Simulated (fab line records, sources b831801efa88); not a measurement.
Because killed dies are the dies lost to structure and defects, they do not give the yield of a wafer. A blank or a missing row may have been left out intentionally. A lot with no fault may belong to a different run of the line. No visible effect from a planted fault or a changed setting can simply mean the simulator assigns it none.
Which tool is to blame? + flow sky130 + Sampling: 15 lots, 45 wafers, 2 of 708 route steps

== WHAT EACH GAUGE READ, for each wafer ==
SKY_VIA4_RS_MEAS_19: uses a four-point probe to measure.
| lot  | measured     | on            | VIA4_W_RS (ohm/sq)   |
|------|--------------|---------------|----------------------|
| L745 | day 42 09:14 | film-metro-02 | 0.2274 0.2262 0.2254 |
| L748 | day 43 13:08 | film-metro-02 | 0.2238 0.2263 0.2260 |
| L749 | day 43 20:29 | film-metro-02 | 0.2277 0.2276 0.2276 |
| L750 | day 44 05:52 | film-metro-03 | 0.2281 0.2295 0.2283 |
| L751 | day 44 06:04 | film-metro-01 | 0.2315 0.2263 0.2258 |
| L752 | day 44 17:50 | film-metro-02 | 0.2258 0.2261 0.2250 |
| L753 | day 44 18:09 | film-metro-03 | 0.2282 0.2282 0.2300 |
| L754 | day 45 04:19 | film-metro-02 | 0.2289 0.2287 0.2287 |
| L756 | day 45 15:11 | film-metro-03 | 0.2279 0.2274 0.2261 |
| L759 | day 46 07:58 | film-metro-01 | 0.2276 0.2280 0.2279 |
| L761 | day 47 12:50 | film-metro-02 | 0.2267 0.2248 0.2249 |
| L762 | day 47 17:07 | film-metro-02 | 0.2281 0.2279 0.2282 |
| L766 | day 48 12:54 | film-metro-01 | 0.2272 0.2280 0.2274 |
| L765 | day 48 14:06 | film-metro-03 | 0.2288 0.2318 0.2275 |
| L767 | day 48 14:45 | film-metro-01 | 0.2278 0.2271 0.2282 |

== EACH LOT AND THE TOOL THAT RAN IT (in order: tool; ch and the chambers of the sampled wafers; start) ==
| lot  | SKY_VIA4_SPUTTER_17          |
|------|------------------------------|
| L745 | pvd-sputter-04, day 42 09:01 |
| L748 | pvd-sputter-02, day 43 12:55 |
| L749 | pvd-sputter-03, day 43 20:16 |
| L750 | pvd-sputter-03, day 44 05:39 |
| L751 | pvd-sputter-02, day 44 05:51 |
| L752 | pvd-sputter-03, day 44 17:37 |
| L753 | pvd-sputter-02, day 44 17:55 |
| L754 | pvd-sputter-03, day 45 04:05 |
| L756 | pvd-sputter-03, day 45 14:57 |
| L759 | pvd-sputter-04, day 46 07:44 |
| L761 | pvd-sputter-02, day 47 12:37 |
| L762 | pvd-sputter-04, day 47 16:53 |
| L766 | pvd-sputter-02, day 48 12:40 |
| L765 | pvd-sputter-03, day 48 13:53 |
| L767 | pvd-sputter-04, day 48 14:32 |
- SKY_VIA4_SPUTTER_17: material TiN, target thk 20 nm, time 80 s.

== WHAT THE TOOLS THEMSELVES READ (means of the sampled wafers that have a number; where no wafer has one, the mark that the record gives instead) ==
SKY_VIA4_SPUTTER_17.
| lot  | tool           | throttle-valve-pct (%) |
|------|----------------|------------------------|
| L745 | pvd-sputter-04 | 29.8                   |
| L748 | pvd-sputter-02 | 29.5                   |
| L749 | pvd-sputter-03 | 29.3                   |
| L750 | pvd-sputter-03 | 29.2                   |
| L751 | pvd-sputter-02 | 29.6                   |
| L752 | pvd-sputter-03 | 29.8                   |
| L753 | pvd-sputter-02 | 29.3                   |
| L754 | pvd-sputter-03 | 29.9                   |
| L756 | pvd-sputter-03 | 29.1                   |
| L759 | pvd-sputter-04 | 29.9                   |
| L761 | pvd-sputter-02 | 30.5                   |
| L762 | pvd-sputter-04 | 30.0                   |
| L766 | pvd-sputter-02 | 29.5                   |
| L765 | pvd-sputter-03 | 29.8                   |
| L767 | pvd-sputter-04 | 29.5                   |

== THE ANSWER, worked out from the rows above alone ==
Rule: usual is defined by the lots themselves. Put in order of their means at a reading, lots are off if they are a third of the lots or fewer, leave a main group of 4 or more, and stand apart from it by a gap of 3 or more times the standard deviation of the main group's means; of several such gaps the widest counts. Not used: any main group whose means are identical at the precision the tables above print for the reading. A lot without any number at a reading at which 4 lots or more have one is off too. Any other lot the step has rows for is counted as sound. After the gauges, taken in route order, come the tools' own readings; for these a lot's mean is taken, as printed above. At the first step where some lot is off, the reading lying furthest off is the one used; lots without a number count as furthest.
No lot is off at any reading shown: from this, nothing can be told.

== WHAT THE SIMULATOR HAD PUT IN ==
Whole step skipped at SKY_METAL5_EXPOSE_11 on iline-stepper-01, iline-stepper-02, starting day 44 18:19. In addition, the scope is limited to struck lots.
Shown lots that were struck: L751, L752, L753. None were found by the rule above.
